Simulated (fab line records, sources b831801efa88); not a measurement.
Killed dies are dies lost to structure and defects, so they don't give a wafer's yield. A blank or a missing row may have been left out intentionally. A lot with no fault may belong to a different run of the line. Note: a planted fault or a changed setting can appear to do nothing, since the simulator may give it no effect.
Split-lot study | flow sky130 | 23 wafers read across 5 lots, on a route 708 steps long

## ON THE SPLIT
At SKY_SONOS_TUNNEL_DEVELOP_06 (develop time 60 s), the setting developTimeS was moved away from the recipe's 60 s on 5 of the 23 wafers read, by -13.4% to -6.2%. This setting was run at the recipe's value on the other wafers.

No step appears in the file between the split and the reading.

## THE READING
cdNm at SKY_SONOS_TUNNEL_CD_MEAS_07, given in nm (cd target 410 nm). Typical for fault-free wafers on this fab line: 410.9 nm, with standard deviation 2.4 nm.

wafer  | tool, chamber at the split | developTimeS as run, s | against the recipe | cdNm, nm | against lot-mates on the recipe
L074.1 | lithoTrack-04, 0           | 60                     | recipe             | 407.6    | -
L074.4 | lithoTrack-04, 0           | 60                     | recipe             | 405.4    | -
L074.6 | lithoTrack-04, 0           | 60                     | recipe             | 406.9    | -
L077.1 | lithoTrack-03, 0           | 60                     | recipe             | 407.9    | -
L077.2 | lithoTrack-03, 0           | 51.98                  | -13.4%             | 397.1    | -12.1
L077.3 | lithoTrack-03, 0           | 60                     | recipe             | 410.9    | -
L077.4 | lithoTrack-03, 0           | 60                     | recipe             | 408.9    | -
L077.5 | lithoTrack-03, 0           | 51.98                  | -13.4%             | 396.3    | -12.9
L081.1 | lithoTrack-02, 0           | 60                     | recipe             | 407.8    | -
L081.2 | lithoTrack-02, 0           | 60                     | recipe             | 409.3    | -
L081.4 | lithoTrack-02, 0           | 60                     | recipe             | 408.9    | -
L081.5 | lithoTrack-02, 0           | 60                     | recipe             | 408.2    | -
L081.6 | lithoTrack-02, 0           | 60                     | recipe             | 409.7    | -
L082.1 | lithoTrack-04, 0           | 56.26                  | -6.2%              | 405.8    | -4.1
L082.2 | lithoTrack-04, 0           | 56.26                  | -6.2%              | 406.3    | -3.6
L082.3 | lithoTrack-04, 0           | 60                     | recipe             | 409.6    | -
L082.4 | lithoTrack-04, 0           | 56.26                  | -6.2%              | 404.9    | -5.0
L082.6 | lithoTrack-04, 0           | 60                     | recipe             | 410.2    | -
L084.1 | lithoTrack-04, 0           | 60                     | recipe             | 411.9    | -
L084.3 | lithoTrack-04, 0           | 60                     | recipe             | 409.7    | -
L084.4 | lithoTrack-04, 0           | 60                     | recipe             | 413.8    | -
L084.5 | lithoTrack-04, 0           | 60                     | recipe             | 412.8    | -
L084.6 | lithoTrack-04, 0           | 60                     | recipe             | 412.8    | -

FIT RESULTS
A straight line over all 23 wafers: cdNm changes by +0.893 nm for each +1% of developTimeS; r = +0.87; the points scatter about the line by 2.1 nm.
The same after taking each lot's own level away (the mean of its wafers on the recipe; 23 wafers): +0.884 nm for each +1%; r = +0.96; scatter 1.1 nm.
According to that fit, moving developTimeS by its largest amount changes the reading by 12 nm.
Measured against the standard deviation above, the lots' own levels, which go from 406.63 to 412.20 nm, span 2.3 times it.
Consequently the slope shifts little with the lot-to-lot level, the two slopes agreeing.
Check: with one of the wafers moved furthest among these (-13.4%) left out of the fit, the line predicts -11.5 nm for it against its lot-mates. It came out at -12.1 nm against them.

## OTHER SPLITS ON THESE WAFERS
Note: prior to the reading, these wafers also went through further splits. Each is held against what the fit with the lots' levels taken away leaves over:
other split on the same wafers           | wafers away from the commonest value | r with cdNm (lot level and that fit taken away)
SKY_VT_ADJUST_NCORE_IMPLANT_09 energyKev | 9                                    | +0.18
SKY_VT_ADJUST_HVTR_SOFTBAKE_03 tempC     | 9                                    | +0.03
SKY_VT_ADJUST_HVTR_IMPLANT_09 energyKev  | 9                                    | +0.17
SKY_VT_ADJUST_PCH_IMPLANT_08 doseCm2     | 6                                    | -0.16

## FILE'S OWN FIT
cdNm changes by +0.89 nm for each +1% of developTimeS, r = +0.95.
